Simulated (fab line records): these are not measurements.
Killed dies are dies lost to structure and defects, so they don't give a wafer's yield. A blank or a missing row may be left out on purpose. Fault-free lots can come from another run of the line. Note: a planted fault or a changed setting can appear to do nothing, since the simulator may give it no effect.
Matching of chambers || flow sky130 || 4 sister chambers for SKY_VIA4_CMP_02 on cmp-01
The step polishes SiO2. 8 wafers are shown with their chamber, then 8 later ones without.

WAFERS PAIRED WITH THEIR CHAMBERS
{"wafer": "L450.3", "chamber": 1, "motor_current_A (A)": 10.8}
{"wafer": "L453.3", "chamber": 1, "motor_current_A (A)": 11.1}
{"wafer": "L453.6", "chamber": 2, "motor_current_A (A)": 13.7}
{"wafer": "L457.3", "chamber": 2, "motor_current_A (A)": 14.6}
{"wafer": "L458.3", "chamber": 0, "motor_current_A (A)": 11.1}
{"wafer": "L458.5", "chamber": 0, "motor_current_A (A)": 12.2}
{"wafer": "L458.6", "chamber": 3, "motor_current_A (A)": 13.0}
{"wafer": "L459.1", "chamber": 3, "motor_current_A (A)": 12.4}

WAFERS MISSING THEIR CHAMBER
{"wafer": "L459.2", "motor_current_A (A)": 10.9}
{"wafer": "L459.4", "motor_current_A (A)": 14.3}
{"wafer": "L468.1", "motor_current_A (A)": 11.4}
{"wafer": "L468.3", "motor_current_A (A)": 14.2}
{"wafer": "L468.5", "motor_current_A (A)": 10.7}
{"wafer": "L469.2", "motor_current_A (A)": 10.8}
{"wafer": "L469.3", "motor_current_A (A)": 12.3}
{"wafer": "L469.6", "motor_current_A (A)": 11.3}

CHAMBER TAKEN BY EACH
{"wafer": "L459.2", "from the rows above": "can't be placed: 1 or 0", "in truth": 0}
{"wafer": "L459.4", "from the rows above": 2, "in truth": 2}
{"wafer": "L468.1", "from the rows above": "can't be placed: 0 or 1 or 3", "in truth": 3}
{"wafer": "L468.3", "from the rows above": 2, "in truth": 2}
{"wafer": "L468.5", "from the rows above": "can't be placed: 1 or 0", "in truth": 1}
{"wafer": "L469.2", "from the rows above": "can't be placed: 1 or 0", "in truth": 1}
{"wafer": "L469.3", "from the rows above": "can't be placed: 3 or 0 or 1", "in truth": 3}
{"wafer": "L469.6", "from the rows above": "can't be placed: 0 or 1 or 3", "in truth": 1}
Correctly placed: 2 of 8. Unplaceable from these rows: 6, with the true chamber sitting among the candidates in 6. Number placed wrongly: 0.
How it was worked out, from the rows above alone: a wafer's distance from a chamber is the root of the sum, over the readings, of the square of ((its reading less the chamber's mean) divided by the reading's scatter). The wafer belongs to the nearest chamber; if the next one is less than 2 further off, it can't be placed. For every chamber, the mean is computed from those of its wafers that are shown. The scatter: take each reading less its chamber's mean, square it, sum over the shown wafers, divide by the number of wafers less the number of chambers, and take the root.
